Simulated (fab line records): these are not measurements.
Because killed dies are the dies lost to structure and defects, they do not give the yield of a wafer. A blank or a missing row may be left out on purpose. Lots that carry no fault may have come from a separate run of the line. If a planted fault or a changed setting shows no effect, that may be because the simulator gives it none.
2 desks, one fault :: flow sky130 :: every desk sees just its own numbers, and what lay behind them comes last

== DESK OF THE TOOL OWNER: pvdSputter-03 ==
The tool's own readings at SKY_METAL4_SPUTTER_02 (material AlCu, target thk 735 nm, time 39.1 s): means of the sampled wafers that have a number, for each lot that ran on this tool. Marked OUT: a lot whose mean sits more than 4 standard deviations from the usual mean, which makes it out of limits; the brackets give that distance.
Columns: A = chamberPressurePa at SKY_METAL4_SPUTTER_02, usual 0.3999 Pa; B = throttleValvePct at SKY_METAL4_SPUTTER_02, usual 29.4 %
lot: L211
first seen here: day 40 08:46
A: 0.3999
B: 28.7

lot: L214
first seen here: day 40 23:05
A: 0.3998
B: 29.6

lot: L215
first seen here: day 41 06:37
A: 0.3996
B: 29.2

lot: L216
first seen here: day 41 15:02
A: 0.4004
B: 29.5

lot: L218
first seen here: day 42 07:36
A: 0.3998
B: 28.8
This desk's verdict: no lot among the 5 shows anything out of limits.

== FROM THE METROLOGY DESK ==
What the gauges read for every lot (on any tool): the sampled wafers with a number, averaged. Marked OUT: a lot whose mean sits more than 4 standard deviations from the usual mean, which makes it out of limits; the brackets give that distance.
Columns: A = cdNm at SKY_METAL4_CD_MEAS_13, usual 299.7 nm
lot: L210
first seen here: day 42 00:34
A: 298.9

lot: L211
first seen here: day 42 09:50
A: 300.2

lot: L212
first seen here: day 42 13:37
A: 297.6

lot: L213
first seen here: day 42 15:43
A: 299.1

lot: L214
first seen here: day 42 23:16
A: 300.8

lot: L215
first seen here: day 43 06:10
A: 298.9

lot: L216
first seen here: day 43 14:14
A: 299.4

lot: L217
first seen here: day 44 01:35
A: 300.0

lot: L218
first seen here: day 44 06:08
A: 298.4

lot: L226
first seen here: day 46 06:44
A: 299.8

lot: L227
first seen here: day 46 09:13
A: 300.4

lot: L228
first seen here: day 46 10:08
A: 301.4

lot: L230
first seen here: day 47 04:35
A: 301.7

lot: L232
first seen here: day 47 12:49
A: 299.1
This desk's verdict: no lot among the 14 shows anything out of limits.

== PUT TOGETHER ==
The tool owner's desk saw nothing out of limits.
Nothing out of limits was seen by the metrology desk.

== WHAT WAS PUT IN BY THE SIMULATOR ==
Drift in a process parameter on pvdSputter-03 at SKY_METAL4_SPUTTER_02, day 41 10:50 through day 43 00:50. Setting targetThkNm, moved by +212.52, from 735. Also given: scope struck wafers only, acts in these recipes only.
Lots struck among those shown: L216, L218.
